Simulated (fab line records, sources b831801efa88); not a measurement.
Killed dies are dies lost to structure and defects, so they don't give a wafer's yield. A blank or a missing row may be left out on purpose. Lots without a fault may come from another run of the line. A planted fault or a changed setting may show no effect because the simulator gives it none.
Which tool did it? | flow gf180mcu | 14 lots, 42 wafers sampled, at 2 steps of a route of 602

WHAT THE GAUGES READ, wafer by wafer
GF_TOP_METAL_CD_MEAS_14: target cd 440 nm. Usual: cd_nm 440 nm, standard deviation 3.
lot  | measured     | on        | cd_nm (nm)  | flag
L612 | day 28 00:35 | cd_sem-01 | 445 442 445 |
L614 | day 28 14:21 | cd_sem-01 | 440 438 439 |
L617 | day 29 20:44 | cd_sem-02 | 438 440 439 |
L619 | day 30 07:27 | cd_sem-02 | 443 440 440 |
L620 | day 30 14:25 | cd_sem-01 | 441 441 442 |
L621 | day 30 17:41 | cd_sem-01 | 438 435 439 |
L622 | day 31 05:29 | cd_sem-02 | 439 438 439 |
L626 | day 32 08:10 | cd_sem-02 | 439 441 439 |
L627 | day 32 16:51 | cd_sem-02 | - - -       | OFF
L628 | day 32 18:53 | cd_sem-01 | - - -       | OFF
L631 | day 33 08:19 | cd_sem-02 | 438 438 438 |
L633 | day 33 17:31 | cd_sem-02 | 441 443 439 |
L634 | day 34 00:14 | cd_sem-01 | 442 440 441 |
L635 | day 34 04:11 | cd_sem-02 | 439 440 442 |

WHICH TOOL RAN EACH LOT (tool, then ch and the chambers of the sampled wafers, then the start)
lot  | GF_TOP_METAL_EXPOSE_11
L612 | iline_stepper-02 ch 0, day 27 14:53
L614 | iline_stepper-02 ch 0, day 28 04:50
L617 | iline_stepper-01 ch 0, day 29 11:01
L619 | iline_stepper-02 ch 0, day 29 22:52
L620 | iline_stepper-02 ch 0, day 30 05:08
L621 | iline_stepper-02 ch 0, day 30 08:38
L622 | iline_stepper-01 ch 0, day 30 20:28
L626 | iline_stepper-01 ch 0, day 32 00:15
L627 | iline_stepper-01, day 32 08:35
L628 | iline_stepper-01, day 32 10:23
L631 | iline_stepper-02 ch 0, day 33 01:06
L633 | iline_stepper-01 ch 0, day 33 09:41
L634 | iline_stepper-01 ch 0, day 33 16:37
L635 | iline_stepper-01 ch 0, day 33 21:02
- GF_TOP_METAL_EXPOSE_11: exposes mask MetalTop, target cd 440 nm.

WHAT THE TOOLS THEMSELVES READ (means of the sampled wafers that have a number; where no wafer has one, the mark that the record gives instead)
GF_TOP_METAL_EXPOSE_11. Usual: exposure_dose_mJ_cm2 170.00, standard deviation 0.19; focus_offset_nm 0.1 nm, standard deviation 0.5.
lot  | tool             | exposure_dose_mJ_cm2 | focus_offset_nm (nm) | flag
L612 | iline_stepper-02 | 169.85               | 0.8                  |
L614 | iline_stepper-02 | 170.14               | -0.5                 |
L617 | iline_stepper-01 | 170.15               | 0.0                  |
L619 | iline_stepper-02 | 170.08               | 0.3                  |
L620 | iline_stepper-02 | 169.84               | -0.3                 |
L621 | iline_stepper-02 | 169.85               | 0.0                  |
L622 | iline_stepper-01 | 170.13               | -0.4                 |
L626 | iline_stepper-01 | 170.01               | -0.3                 |
L627 | iline_stepper-01 | -                    | -                    | OFF
L628 | iline_stepper-01 | -                    | -                    | OFF
L631 | iline_stepper-02 | 170.14               | -0.1                 |
L633 | iline_stepper-01 | 170.06               | -0.0                 |
L634 | iline_stepper-01 | 170.07               | 0.1                  |
L635 | iline_stepper-01 | 169.93               | -0.1                 |

THE ANSWER, worked out from the rows above alone
Rule: a lot is off if the mean of its wafers that have a number lies more than 3 standard deviations from the usual mean. A lot without any number at a reading at which 4 lots or more have one is off too. The other lots that the step has rows for count as sound. The gauges are gone through in route order, then the tools' own readings, and for those a lot's mean is taken as printed above. The first step at which some lot is off is used, and at that step the reading that is off furthest; a lot without a number counts as furthest.
Off: L627, L628, at GF_TOP_METAL_CD_MEAS_14 (cd_nm). Without a number there: L627, L628.
A tool fits if, at a process step before that reading, it ran every lot that is off, and no sound lot after the first of them. The gauges at GF_TOP_METAL_CD_MEAS_14 aren't tried: what is off there is off at GF_TOP_METAL_EXPOSE_11 too, on other tools, and a gauge's error can't cause that. None of those tried fits.

WHAT THE SIMULATOR HAD PUT IN
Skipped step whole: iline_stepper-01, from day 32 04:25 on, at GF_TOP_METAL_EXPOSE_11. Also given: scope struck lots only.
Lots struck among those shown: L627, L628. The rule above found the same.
